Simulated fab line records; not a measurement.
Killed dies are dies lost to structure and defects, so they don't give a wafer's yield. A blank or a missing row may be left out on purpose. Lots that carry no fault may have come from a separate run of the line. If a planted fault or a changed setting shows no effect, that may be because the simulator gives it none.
The tool behind it: which one? | flow sky130 | 11 lots with 33 wafers sampled at 5 steps, on a route of 708 steps

== WHAT EACH GAUGE READ, for each wafer ==
SKY_CONTACT_CD_MEAS_14 targets a cd of 170 nm. Usual: 170.0 nm for cdNm, sd 1.5.
lot  | measured     | on       | cdNm (nm)         | flag
L420 | day 31 13:50 | cdSem-02 | 170.8 171.3 170.2 | 
L421 | day 31 23:17 | cdSem-02 | 169.8 169.5 170.4 | 
L424 | day 33 04:25 | cdSem-01 | 171.2 172.4 171.5 | 
L426 | day 33 12:10 | cdSem-01 | 168.4 168.9 167.3 | 
L427 | day 33 22:28 | cdSem-01 | 170.3 168.6 170.0 | 
L428 | day 34 00:07 | cdSem-01 | 169.7 169.7 169.8 | 
L430 | day 35 00:43 | cdSem-01 | 170.9 171.5 170.8 | 
L431 | day 35 12:33 | cdSem-01 | 170.8 172.1 171.6 | 
L432 | day 35 17:04 | cdSem-02 | 170.4 171.2 170.9 | 
L433 | day 36 02:11 | cdSem-01 | 170.0 171.6 170.8 | 
L441 | day 39 01:49 | cdSem-02 | 168.8 167.3 169.2 | 

SKY_VIA1_BOW_MEAS_03. Usual: VIA1_BOW gives 80 um (standard deviation 7.2).
lot  | measured     | on           | VIA1_BOW (um) | flag
L420 | day 32 19:52 | filmMetro-01 | 64 86 74      | 
L421 | day 33 05:26 | filmMetro-04 | 88 78 93      | 
L424 | day 34 10:10 | filmMetro-02 | 90 89 70      | 
L426 | day 34 18:19 | filmMetro-02 | 85 89 67      | 
L427 | day 35 04:18 | filmMetro-01 | 81 86 82      | 
L428 | day 35 06:13 | filmMetro-02 | 66 75 77      | 
L430 | day 36 05:38 | filmMetro-02 | 84 70 84      | 
L431 | day 36 19:04 | filmMetro-04 | 79 75 89      | 
L432 | day 36 22:40 | filmMetro-02 | 74 73 86      | 
L433 | day 37 07:50 | filmMetro-01 | 75 80 75      | 
L441 | day 40 05:35 | filmMetro-02 | 88 66 77      | 

== WHICH TOOL RAN EACH LOT (tool, then ch and the chambers of the sampled wafers, then the start) ==
lot  | SKY_CONTACT_ETCH_16               | SKY_METAL1_COAT_09               | SKY_METAL1_ETCH_18
L420 | rieDiel-02 ch 0,3, day 31 13:59   | lithoTrack-03 ch 0, day 32 04:34 | rieMetal-01 ch 0,1, day 32 18:39
L421 | rieDiel-03 ch 0,1,2, day 31 23:26 | lithoTrack-01 ch 0, day 32 13:47 | rieMetal-04 ch 0,1, day 33 04:08
L424 | rieDiel-03 ch 0,3, day 33 04:34   | lithoTrack-01 ch 0, day 33 19:13 | rieMetal-04 ch 0,1, day 34 08:52
L426 | rieDiel-01 ch 1,2,3, day 33 12:19 | lithoTrack-02 ch 0, day 34 02:52 | rieMetal-01 ch 0,1, day 34 17:06
L427 | rieDiel-01 ch 0,1,2, day 33 22:37 | lithoTrack-03 ch 0, day 34 12:58 | rieMetal-01 ch 0,1, day 35 03:03
L428 | rieDiel-01 ch 0,1,3, day 34 00:16 | lithoTrack-03 ch 0, day 34 14:58 | rieMetal-03 ch 0, day 35 04:47
L430 | rieDiel-02 ch 2,3, day 35 00:49   | lithoTrack-03 ch 0, day 35 14:44 | rieMetal-04 ch 0,1, day 36 04:20
L431 | rieDiel-01 ch 1,2,3, day 35 12:40 | lithoTrack-01 ch 0, day 36 04:07 | rieMetal-03 ch 0,1, day 36 17:28
L432 | rieDiel-03 ch 1,2,3, day 35 17:14 | lithoTrack-02 ch 0, day 36 07:58 | rieMetal-01 ch 0,1, day 36 21:06
L433 | rieDiel-01 ch 1,3, day 36 02:19   | lithoTrack-03 ch 0, day 36 16:41 | rieMetal-01 ch 1, day 37 06:12
L441 | rieDiel-03 ch 0,1,3, day 39 01:59 | lithoTrack-03 ch 0, day 39 15:46 | rieMetal-03 ch 1, day 40 04:09
- SKY_CONTACT_ETCH_16: etches BARC in N2/H2, stops on SiO2, time 45.9 s, target depth 60 nm.
- SKY_METAL1_COAT_09: resist thk 60 nm.
- SKY_METAL1_ETCH_18: etches BARC in N2/H2, stops on SiO2, time 45.9 s, target depth 60 nm.

== WHAT THE TOOLS THEMSELVES READ (means of the sampled wafers that have a number; where no wafer has one, the mark that the record gives instead) ==
SKY_CONTACT_ETCH_16. Usual: drypumpMotorCurrentA 5.7 A, standard deviation 0.46; oesProductAu 0.854 a.u., standard deviation 0.005; throttleValvePct 13.225 %, standard deviation 0.0094.
lot  | tool       | drypumpMotorCurrentA (A) | oesProductAu (a.u.) | throttleValvePct (%) | flag
L420 | rieDiel-02 | 6.0                      | 0.859               | 13.219               | 
L421 | rieDiel-03 | 5.5                      | 0.856               | 13.225               | 
L424 | rieDiel-03 | 5.7                      | 0.850               | 13.232               | 
L426 | rieDiel-01 | 6.0                      | 0.848               | 13.221               | 
L427 | rieDiel-01 | 5.4                      | 0.858               | 13.229               | 
L428 | rieDiel-01 | 5.8                      | 0.853               | 13.224               | 
L430 | rieDiel-02 | 5.4                      | 0.856               | 13.233               | 
L431 | rieDiel-01 | 6.0                      | 0.855               | 13.218               | 
L432 | rieDiel-03 | 5.8                      | 0.854               | 13.226               | 
L433 | rieDiel-01 | 6.4                      | 0.854               | 13.230               | 
L441 | rieDiel-03 | 5.5                      | 0.853               | 13.231               | 

SKY_METAL1_ETCH_18. Usual: drypumpMotorCurrentA 5.61 A, standard deviation 0.19; oesProductAu 0.855 a.u., standard deviation 0.0042; throttleValvePct 13.225 %, standard deviation 0.0095.
lot  | tool        | drypumpMotorCurrentA (A) | oesProductAu (a.u.) | throttleValvePct (%) | flag
L420 | rieMetal-01 | 5.67                     | 0.855               | 13.229               | 
L421 | rieMetal-04 | 5.44                     | 0.861               | 13.225               | 
L424 | rieMetal-04 | 5.65                     | 0.857               | 13.230               | 
L426 | rieMetal-01 | 5.65                     | 0.855               | 13.211               | 
L427 | rieMetal-01 | 5.68                     | 0.856               | 13.225               | 
L428 | rieMetal-03 | 5.64                     | 0.856               | 13.228               | 
L430 | rieMetal-04 | 5.41                     | 0.851               | 13.228               | 
L431 | rieMetal-03 | 5.62                     | 0.856               | 13.218               | 
L432 | rieMetal-01 | 5.69                     | 0.856               | 13.232               | 
L433 | rieMetal-01 | 5.68                     | 0.856               | 13.224               | 
L441 | rieMetal-03 | 5.60                     | 0.859               | 13.227               | 

== THE ANSWER, worked out from the rows above alone ==
Rule: a lot is off if the mean of its wafers that have a number lies more than 3 standard deviations from the usual mean. A lot without any number at a reading at which 4 lots or more have one is off too. All remaining lots with rows at the step are treated as sound. After the gauges, taken in route order, come the tools' own readings; for these a lot's mean is taken, as printed above. The first step at which some lot is off is used, and at that step the reading that is off furthest; a lot without a number counts as furthest.
Nothing can be told from this: no lot is off at any reading shown.

== WHAT WAS PUT IN BY THE SIMULATOR ==
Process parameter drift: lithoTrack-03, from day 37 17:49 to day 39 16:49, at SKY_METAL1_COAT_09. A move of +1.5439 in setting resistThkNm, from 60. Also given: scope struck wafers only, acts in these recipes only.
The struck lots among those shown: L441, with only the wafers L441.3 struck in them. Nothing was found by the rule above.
